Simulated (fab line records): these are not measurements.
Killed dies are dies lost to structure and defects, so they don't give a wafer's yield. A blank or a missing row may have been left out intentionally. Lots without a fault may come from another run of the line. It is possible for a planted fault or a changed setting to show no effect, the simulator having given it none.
Lot-split experiment    flow gf180mcu    5 lots, 27 wafers read, on a route of 602 steps

THE SPLIT
At GF_POLY_GATE_OXIDATION_16 (stabilise 600 s, purge 300 s, target thk 4 nm), the setting ox time s was moved away from the recipe's 899 s on 24 of the 27 wafers read, by -51.1% to +59.2%. For the rest of the wafers, this setting stayed at what the recipe calls for.

Between the split and the reading, the file records no step.

THE READING
Values of POLY_GATE_OXIDATION_THK in nm from GF_POLY_GATE_THK_MEAS_17. A value of 4.01 nm with a standard deviation of 0.077 nm is what fault-free wafers of this fab line usually give.

wafer   tool, chamber at the split  ox time s as run, s  against the recipe  POLY_GATE_OXIDATION_THK, nm  against lot-mates on the recipe
L075.1  -, -                        439.7                -51.1%              2.44                         no lot-mate on the recipe
L075.2  -, -                        439.7                -51.1%              2.37                         no lot-mate on the recipe
L075.3  -, -                        439.7                -51.1%              2.35                         no lot-mate on the recipe
L075.4  -, -                        439.7                -51.1%              2.39                         no lot-mate on the recipe
L075.5  -, -                        439.7                -51.1%              2.37                         no lot-mate on the recipe
L075.6  -, -                        439.7                -51.1%              2.39                         no lot-mate on the recipe
L077.1  -, -                        1393                 +54.9%              5.43                         no lot-mate on the recipe
L077.2  -, -                        1393                 +54.9%              5.48                         no lot-mate on the recipe
L077.3  -, -                        1393                 +54.9%              5.43                         no lot-mate on the recipe
L077.4  -, -                        1393                 +54.9%              5.45                         no lot-mate on the recipe
L077.5  -, -                        1393                 +54.9%              5.46                         no lot-mate on the recipe
L077.6  -, -                        1393                 +54.9%              5.47                         no lot-mate on the recipe
L080.1  -, -                        476.2                -47.0%              2.60                         no lot-mate on the recipe
L080.2  -, -                        476.2                -47.0%              2.61                         no lot-mate on the recipe
L080.3  -, -                        476.2                -47.0%              2.60                         no lot-mate on the recipe
L080.4  -, -                        476.2                -47.0%              2.66                         no lot-mate on the recipe
L080.5  -, -                        476.2                -47.0%              2.60                         no lot-mate on the recipe
L080.6  -, -                        476.2                -47.0%              2.62                         no lot-mate on the recipe
L084.2  furnace-02, 0               899                  recipe              4.11                         -
L084.5  furnace-02, 0               899                  recipe              4.11                         -
L084.6  furnace-02, 0               899                  recipe              3.98                         -
L085.1  -, -                        1431                 +59.2%              5.53                         no lot-mate on the recipe
L085.2  -, -                        1431                 +59.2%              5.53                         no lot-mate on the recipe
L085.3  -, -                        1431                 +59.2%              5.58                         no lot-mate on the recipe
L085.4  -, -                        1431                 +59.2%              5.55                         no lot-mate on the recipe
L085.5  -, -                        1431                 +59.2%              5.58                         no lot-mate on the recipe
L085.6  -, -                        1431                 +59.2%              5.59                         no lot-mate on the recipe

FIT RESULTS
A straight line over all 27 wafers: POLY_GATE_OXIDATION_THK changes by +0.0283 nm for each +1% of ox time s; r = +1.00; the points scatter about the line by 0.077 nm.
Too few moved wafers with a lot-mate on the recipe to fit a line net of each lot's own level.

THE WHOLE CHAIN: every reading that the file lists as answering this split, in the file's order
step                       what it does                                   reading                                                                                 change (the file's fit)                 r (the file's)
GF_POLY_GATE_OXIDATION_16  stabilise 600 s, purge 300 s, target thk 4 nm  SiO2_of_POLY_GATE_OXIDATION_16.thk nm (the simulator's own value, which no gauge read)  +0.0285 nm for each +1% of the setting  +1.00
GF_POLY_GATE_THK_MEAS_17                                                  POLY_GATE_OXIDATION_THK                                                                 +0.0283 for each +1% of the setting     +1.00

FILE'S OWN FIT
POLY_GATE_OXIDATION_THK changes by +0.0283 nm for each +1% of ox time s, r = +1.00.
